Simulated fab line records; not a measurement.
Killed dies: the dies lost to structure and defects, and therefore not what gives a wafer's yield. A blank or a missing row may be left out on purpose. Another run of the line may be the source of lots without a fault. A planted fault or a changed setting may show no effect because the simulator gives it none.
Which of the tools did it? / flow gf180mcu / 42 wafers from 14 lots sampled at 4 of the route's 602 steps

## WHAT THE GAUGES SHOWED, per wafer
GF_STI_THK_MEAS_22. Usual: STI_OXIDATION_01_THK gives 15.23 nm (standard deviation 0.27).
lot=L577; measured=day 2 05:20; on=film-metro-04; STI_OXIDATION_01_THK (nm)=15.26 15.02 15.11; flag=
lot=L578; measured=day 2 11:13; on=film-metro-01; STI_OXIDATION_01_THK (nm)=15.46 15.23 15.22; flag=
lot=L579; measured=day 2 14:17; on=film-metro-01; STI_OXIDATION_01_THK (nm)=15.24 15.49 15.11; flag=
lot=L580; measured=day 2 18:42; on=film-metro-03; STI_OXIDATION_01_THK (nm)=15.66 15.49 15.60; flag=
lot=L581; measured=day 3 00:16; on=film-metro-01; STI_OXIDATION_01_THK (nm)=14.91 15.09 15.04; flag=
lot=L583; measured=day 3 09:52; on=film-metro-01; STI_OXIDATION_01_THK (nm)=15.62 15.46 15.39; flag=
lot=L585; measured=day 3 20:16; on=film-metro-01; STI_OXIDATION_01_THK (nm)=15.02 15.37 15.34; flag=
lot=L590; measured=day 4 22:59; on=film-metro-01; STI_OXIDATION_01_THK (nm)=15.08 15.08 15.21; flag=
lot=L592; measured=day 5 08:08; on=film-metro-01; STI_OXIDATION_01_THK (nm)=14.94 15.08 15.26; flag=
lot=L594; measured=day 5 18:54; on=film-metro-04; STI_OXIDATION_01_THK (nm)=14.85 14.97 15.23; flag=
lot=L595; measured=day 6 00:13; on=film-metro-01; STI_OXIDATION_01_THK (nm)=14.71 15.00 14.55; flag=
lot=L596; measured=day 6 05:07; on=film-metro-01; STI_OXIDATION_01_THK (nm)=15.25 15.12 15.16; flag=
lot=L598; measured=day 6 15:05; on=film-metro-01; STI_OXIDATION_01_THK (nm)=15.56 15.37 15.65; flag=
lot=L600; measured=day 7 03:38; on=film-metro-03; STI_OXIDATION_01_THK (nm)=15.48 15.80 15.57; flag=

GF_MVSD_OVL_MEAS_07. Usual: MVSD_OVL gives -0.8 nm (standard deviation 1.5).
lot=L577; measured=day 4 14:37; on=overlay-01; MVSD_OVL (nm)=-0.2 1.0 -1.1; flag=
lot=L578; measured=day 4 19:40; on=overlay-01; MVSD_OVL (nm)=-0.5 0.6 -0.5; flag=
lot=L579; measured=day 4 22:16; on=overlay-02; MVSD_OVL (nm)=-3.9 -1.1 -2.8; flag=
lot=L580; measured=day 5 03:10; on=overlay-02; MVSD_OVL (nm)=-1.9 -1.6 -4.9; flag=
lot=L581; measured=day 5 08:29; on=overlay-01; MVSD_OVL (nm)=-3.3 -3.0 -2.1; flag=
lot=L583; measured=day 5 18:35; on=overlay-01; MVSD_OVL (nm)=2.3 0.4 0.2; flag=
lot=L585; measured=day 6 08:07; on=overlay-02; MVSD_OVL (nm)=0.7 1.4 2.7; flag=
lot=L590; measured=day 7 14:16; on=overlay-02; MVSD_OVL (nm)=-3.7 -1.9 -1.1; flag=
lot=L592; measured=day 8 00:13; on=overlay-01; MVSD_OVL (nm)=0.5 -0.6 -0.9; flag=
lot=L594; measured=day 8 13:02; on=overlay-01; MVSD_OVL (nm)=-0.7 0.5 -2.1; flag=
lot=L595; measured=day 8 19:05; on=overlay-02; MVSD_OVL (nm)=-0.7 -0.2 -1.3; flag=
lot=L596; measured=day 9 02:46; on=overlay-02; MVSD_OVL (nm)=-1.7 -2.1 -3.2; flag=
lot=L598; measured=day 9 12:06; on=overlay-02; MVSD_OVL (nm)=0.1 1.8 -0.8; flag=
lot=L600; measured=day 10 01:46; on=overlay-01; MVSD_OVL (nm)=-3.0 -1.5 1.5; flag=

GF_VT_IMPLANT_TW_MEAS_43. Usual: VT_IMPLANT_4_TW gives 683.5 (standard deviation 2.9).
lot=L577; measured=day 7 16:34; on=film-metro-04; VT_IMPLANT_4_TW=683.9 683.8 685.4; flag=
lot=L578; measured=day 7 21:47; on=film-metro-03; VT_IMPLANT_4_TW=682.5 681.7 678.1; flag=
lot=L579; measured=day 8 04:01; on=film-metro-02; VT_IMPLANT_4_TW=682.9 684.0 686.1; flag=
lot=L580; measured=day 8 09:34; on=film-metro-02; VT_IMPLANT_4_TW=684.3 683.0 682.6; flag=
lot=L581; measured=day 8 14:34; on=film-metro-03; VT_IMPLANT_4_TW=679.9 682.6 679.1; flag=
lot=L583; measured=day 9 02:42; on=film-metro-03; VT_IMPLANT_4_TW=682.5 679.4 678.8; flag=
lot=L585; measured=day 9 17:09; on=film-metro-04; VT_IMPLANT_4_TW=684.6 685.8 684.7; flag=
lot=L590; measured=day 11 05:44; on=film-metro-03; VT_IMPLANT_4_TW=704.0 702.1 704.3; flag=OFF
lot=L592; measured=day 11 17:40; on=film-metro-04; VT_IMPLANT_4_TW=704.6 706.9 704.8; flag=OFF
lot=L594; measured=day 12 09:32; on=film-metro-03; VT_IMPLANT_4_TW=679.6 677.9 680.5; flag=
lot=L595; measured=day 12 16:16; on=film-metro-03; VT_IMPLANT_4_TW=685.5 683.3 684.4; flag=
lot=L596; measured=day 13 01:09; on=film-metro-02; VT_IMPLANT_4_TW=682.8 685.1 684.6; flag=
lot=L598; measured=day 13 11:58; on=film-metro-03; VT_IMPLANT_4_TW=688.1 682.2 683.0; flag=
lot=L600; measured=day 14 02:13; on=film-metro-03; VT_IMPLANT_4_TW=683.2 679.5 681.5; flag=

## TOOL THAT RAN EACH LOT (tool first, then ch and the chambers of the sampled wafers, then the start)
lot=L577; GF_VT_IMPLANT_IMPLANT_41=implanter-02 ch 0, day 7 16:19
lot=L578; GF_VT_IMPLANT_IMPLANT_41=implanter-02 ch 0, day 7 21:32
lot=L579; GF_VT_IMPLANT_IMPLANT_41=implanter-04 ch 0, day 8 03:47
lot=L580; GF_VT_IMPLANT_IMPLANT_41=implanter-04 ch 0, day 8 09:20
lot=L581; GF_VT_IMPLANT_IMPLANT_41=implanter-01 ch 0, day 8 14:19
lot=L583; GF_VT_IMPLANT_IMPLANT_41=implanter-01 ch 0, day 9 02:29
lot=L585; GF_VT_IMPLANT_IMPLANT_41=implanter-01 ch 0, day 9 16:56
lot=L590; GF_VT_IMPLANT_IMPLANT_41=implanter-01 ch 0, day 11 05:30
lot=L592; GF_VT_IMPLANT_IMPLANT_41=implanter-01 ch 0, day 11 17:25
lot=L594; GF_VT_IMPLANT_IMPLANT_41=implanter-02 ch 0, day 12 09:17
lot=L595; GF_VT_IMPLANT_IMPLANT_41=implanter-04 ch 0, day 12 16:02
lot=L596; GF_VT_IMPLANT_IMPLANT_41=implanter-04 ch 0, day 13 00:55
lot=L598; GF_VT_IMPLANT_IMPLANT_41=implanter-04 ch 0, day 13 11:45
lot=L600; GF_VT_IMPLANT_IMPLANT_41=implanter-04 ch 0, day 14 01:58
- GF_VT_IMPLANT_IMPLANT_41

## WHAT THE TOOLS THEMSELVES READ (means of the sampled wafers that have a number; where no wafer has one, the mark that the record gives instead)
GF_VT_IMPLANT_IMPLANT_41. Usual: dose-ions-cm2 1.0128e+12, standard deviation 1.1e+09; faraday-current-uA 5.71, standard deviation 0.11.
lot=L577 tool=implanter-02 dose-ions-cm2=1.0135e+12 faraday-current-uA=5.68 flag=
lot=L578 tool=implanter-02 dose-ions-cm2=1.0119e+12 faraday-current-uA=5.84 flag=
lot=L579 tool=implanter-04 dose-ions-cm2=1.0128e+12 faraday-current-uA=5.61 flag=
lot=L580 tool=implanter-04 dose-ions-cm2=1.0129e+12 faraday-current-uA=5.80 flag=
lot=L581 tool=implanter-01 dose-ions-cm2=1.0135e+12 faraday-current-uA=5.75 flag=
lot=L583 tool=implanter-01 dose-ions-cm2=1.0117e+12 faraday-current-uA=5.78 flag=
lot=L585 tool=implanter-01 dose-ions-cm2=1.0142e+12 faraday-current-uA=5.64 flag=
lot=L590 tool=implanter-01 dose-ions-cm2=1.1198e+12 faraday-current-uA=6.37 flag=OFF
lot=L592 tool=implanter-01 dose-ions-cm2=1.1207e+12 faraday-current-uA=6.19 flag=OFF
lot=L594 tool=implanter-02 dose-ions-cm2=1.0124e+12 faraday-current-uA=5.76 flag=
lot=L595 tool=implanter-04 dose-ions-cm2=1.0124e+12 faraday-current-uA=5.88 flag=
lot=L596 tool=implanter-04 dose-ions-cm2=1.0132e+12 faraday-current-uA=5.69 flag=
lot=L598 tool=implanter-04 dose-ions-cm2=1.0145e+12 faraday-current-uA=5.75 flag=
lot=L600 tool=implanter-04 dose-ions-cm2=1.0125e+12 faraday-current-uA=5.70 flag=

## THE ANSWER, worked out from the rows above alone
Rule: lot off if the mean of its wafers having a number is beyond 3 standard deviations from the usual mean. Also off: a lot with no number at a reading for which 4 or more lots have one. All remaining lots with rows at the step are treated as sound. Order of review: gauges by route order, followed by the tools' own readings, for which a lot's mean as printed above is used. At the first step where some lot is off, the reading lying furthest off is the one used; lots without a number count as furthest.
Off: at GF_VT_IMPLANT_TW_MEAS_43 (VT_IMPLANT_4_TW), L590, L592.
A tool fits if, at a process step before that reading, it ran every lot that is off, and no sound lot after the first of them. Not tried: the gauges at GF_VT_IMPLANT_TW_MEAS_43; whatever is off there is also off at GF_VT_IMPLANT_IMPLANT_41, on other tools, and gauge error can't account for it. One candidate fits, namely implanter-01 at GF_VT_IMPLANT_IMPLANT_41. A fault onset in the window from L585 (day 9 16:56, its last sound lot) to L590 (day 11 05:30, its first lot off) fits.
The tool's own readings at GF_VT_IMPLANT_IMPLANT_41 bear it out: on the lots that are off they differ by more than 5 times the standard deviation of the sound lots' means. dose-ions-cm2 reads 1.1202e+12 there against 1.0130e+12 on the sound lots; faraday-current-uA reads 6.28 there against 5.74 on the sound lots.

## WHAT THE SIMULATOR HAD INSERTED
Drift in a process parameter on implanter-01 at GF_VT_IMPLANT_IMPLANT_41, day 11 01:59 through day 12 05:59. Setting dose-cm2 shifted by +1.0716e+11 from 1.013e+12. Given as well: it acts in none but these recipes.
Lots struck among those shown: L590, L592. The rule given above showed the same thing.
